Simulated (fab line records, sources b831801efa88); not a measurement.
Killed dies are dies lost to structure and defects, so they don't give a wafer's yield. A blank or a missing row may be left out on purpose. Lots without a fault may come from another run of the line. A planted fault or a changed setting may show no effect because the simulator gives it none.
A struck lot beside a sound one | flow sky130 | 18 steps out of a route of 708
Sound: wafers L755.4, L755.5, L755.6. Struck: wafers L747.1, L747.3, L747.6. The cause comes at the end.
At each step with rows: each side's tool, then ch and its chambers, then its first start. Under that, the readings that differ: sound wafers | struck wafers | difference of the means | sigmas: that difference in standard deviations of wafers without a fault.
alike: readings whose means differ by less than 2 such deviations, and words and numbers that are the same on both sides. not compared: withheld readings, readings that some wafer has no value for, bounds like >300 that may hide the same value, and numbers for which the record gives no deviation and whose values overlap.
The two part at a step that has a row with sigmas, a row that says differs or no value, or rows on one side only. Numbers that don't overlap but have no deviation are shown without sigmas and don't part them. A reading that every wafer of one side lacks parts them only if that side has two wafers or more.

first, 3 steps without rows for these wafers: SKY_SONOS_ONO_WET_ETCH_18 (etches Si3N4 in H3PO4, target depth 15 nm, time 172 s); SKY_GATE_OXIDE_CLEAN_00 (cleans in SC1/SC2, time 150 s); SKY_GATE_OXIDE_OXIDATION_01 (stabilise 600 s, purge 300 s, target thk 10.268 nm).
SKY_GATE_OXIDE_THK_MEAS_02:
  sound on film_metro-04, day 17 21:03; struck on film_metro-02, day 15 07:32
  alike: GATE_OXIDE_OXIDATION_00_THK
then, 7 steps without rows for these wafers: SKY_GATE_OXIDE_DEHYDRATE_03 (time 60 s); SKY_GATE_OXIDE_HMDS_04 (prime time 60 s); SKY_GATE_OXIDE_COAT_05 (resist thk 1140 nm); SKY_GATE_OXIDE_SOFTBAKE_06 (time 60 s); SKY_GATE_OXIDE_EXPOSE_07 (exposes mask LVOM, target cd 600 nm); SKY_GATE_OXIDE_PEB_08; SKY_GATE_OXIDE_DEVELOP_09 (develop time 60 s).
SKY_GATE_OXIDE_OVL_MEAS_10:
  sound on overlay-02, day 19 02:23; struck on overlay-01, day 16 10:10
  alike: GATE_OXIDE_OVL
SKY_GATE_OXIDE_IMPLANT_11:
  sound on implanter-01 ch 0, day 19 02:29; struck on implanter-01 ch 0, day 16 10:11
  reading                   | sound             | struck            | difference | sigmas
  beam_energy_keV           | 9.995 9.995 9.995 | 8.533 8.532 8.530 | -1.463     | -99 or more
  model.implant.rp_nm (nm)  | 33.25 33.25 33.25 | 28.72 28.72 28.72 | -4.53      |
  model.implant.drp_nm (nm) | 17.11 17.11 17.11 | 15.31 15.31 15.31 | -1.80      |
then, 1 step without rows for these wafers: SKY_GATE_OXIDE_WET_ETCH_12 (etches SiO2 in dHF, target depth 16.8 nm, time 336 s).
SKY_GATE_OXIDE_STRIP_13: strips in O2/N2.
  sound on plasma_asher-04 ch 0,1, day 19 02:42; struck on plasma_asher-04 ch 1, day 16 10:27
  alike: drypump_motor_current_A, oes_product_au, strip_time_to_endpoint_s
  not compared: rf_hours_counter_h
SKY_GATE_OXIDE_TW_MEAS_14:
  sound on film_metro-04, day 19 02:47; struck on film_metro-01, day 16 10:33
  reading       | sound             | struck            | difference | sigmas
  GATE_OXIDE_TW | 220.4 219.7 221.3 | 215.0 214.4 216.1 | -5.3       | -4
then, 1 step without rows for these wafers: SKY_GATE_OXIDE_CLEAN_15 (cleans in SC1/SC2, time 150 s).
-- the record jumps here: 31 days lie between the struck wafers' starts before and after (it left off in module GATE_OXIDE and takes up again in module PAD_OPEN, whose first step shown is number 708 of the route) --
SKY_PAD_OPEN_PROBE_99:
  sound on prober-01, day 49 12:22; struck on prober-01, day 47 17:52
  reading                                   | sound                   | struck                  | difference | sigmas
  model.etest.pfet_01v8_lvt.off_log10_a_um  | -9.05 -8.848 -8.778     | -9.662 -9.884 -9.847    | -0.906     |
  model.etest.pfet_01v8_lvt.vt_sat_v (V)    | -0.4389 -0.4259 -0.4371 | -0.4896 -0.4898 -0.4948 | -0.0574    |
  model.etest.pfet_01v8_lvt.vt_v (V)        | -0.5312 -0.5253 -0.5303 | -0.5709 -0.5682 -0.5727 | -0.0417    |
  model.etest.pfet_01v8_lvt.vt_long_v (V)   | -0.6519 -0.6483 -0.6499 | -0.6859 -0.6847 -0.6843 | -0.0349    |
  model.etest.nfet_01v8_lvt.vt_long_v (V)   | 0.431 0.4346 0.43       | 0.4467 0.45 0.4409      | +0.0140    |
  model.etest.pfet_01v8_lvt.body_rise_v (V) | -0.1993 -0.1976 -0.1991 | -0.1934 -0.1932 -0.1943 | +0.0050    |
  model.etest.pfet_01v8.body_rise_v (V)     | -0.1851 -0.1876 -0.1822 | -0.189 -0.1903 -0.1883  | -0.004     |
  alike: killed_at_M0_to_M3, killed_at_M4_up, killed_at_contacts, killed_at_front_end, killed_at_other, killed_dies, killed_open, killed_short

WHERE THEY PART
First at SKY_GATE_OXIDE_IMPLANT_11; last, within this record, at SKY_GATE_OXIDE_TW_MEAS_14. Later steps at which nothing parts them and some readings are alike: SKY_PAD_OPEN_PROBE_99.

WHY: what the simulator had put in
Process parameter drift: implanter-01, from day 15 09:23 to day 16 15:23, at SKY_GATE_OXIDE_IMPLANT_11. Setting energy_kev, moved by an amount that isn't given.
